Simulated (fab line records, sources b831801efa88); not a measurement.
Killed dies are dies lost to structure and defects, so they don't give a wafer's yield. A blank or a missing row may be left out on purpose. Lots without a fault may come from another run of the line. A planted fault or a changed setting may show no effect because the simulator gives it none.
Chamber matching | flow sky130 | SKY_VIA4_CMP_02 on cmp-02: 4 sister chambers
The step polishes SiO2. 8 wafers are shown with their chamber, then 9 later ones without.

WAFERS WITH THEIR CHAMBER
wafer  | chamber | motor_current_A (A) | platen_rpm (rpm)
L427.5 | 1       | 12.5                | 59.92
L429.4 | 2       | 9.3                 | 59.96
L429.6 | 3       | 11.2                | 59.97
L438.4 | 2       | 10.0                | 60.01
L438.6 | 0       | 12.7                | 60.03
L439.1 | 0       | 12.9                | 59.99
L439.2 | 1       | 12.1                | 59.99
L439.3 | 3       | 11.0                | 60.02

WAFERS WITHOUT THEIR CHAMBER
wafer  | motor_current_A (A) | platen_rpm (rpm)
L443.1 | 12.2                | 60.05
L443.3 | 11.3                | 60.05
L443.6 | 12.5                | 60.05
L445.1 | 12.3                | 60.06
L445.4 | 9.8                 | 60.02
L445.6 | 11.8                | 59.99
L444.1 | 9.2                 | 59.95
L444.3 | 11.1                | 59.97
L444.5 | 9.7                 | 60.04

WHICH CHAMBER EACH WENT THROUGH
wafer  | from the rows above          | in truth
L443.1 | can't be placed: 0 or 1 or 3 | 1
L443.3 | 3                            | 3
L443.6 | can't be placed: 0 or 1      | 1
L445.1 | can't be placed: 0 or 1      | 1
L445.4 | 2                            | 2
L445.6 | can't be placed: 1 or 3 or 0 | 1
L444.1 | 2                            | 2
L444.3 | 3                            | 3
L444.5 | 2                            | 2
Placed correctly: 5 of 9. Can't be placed from these rows: 4 (the true chamber is among the candidates in 4). Placed wrongly: 0.
How it was worked out, from the rows above alone: a wafer's distance from a chamber is the root of the sum, over the readings, of the square of ((its reading less the chamber's mean) divided by the reading's scatter). The wafer belongs to the nearest chamber; if the next one is less than 2 further off, it can't be placed. A chamber's mean is the mean of its shown wafers. The scatter: the root of (the sum of the squares of (reading less its chamber's mean) over the shown wafers, divided by (wafers less chambers)).
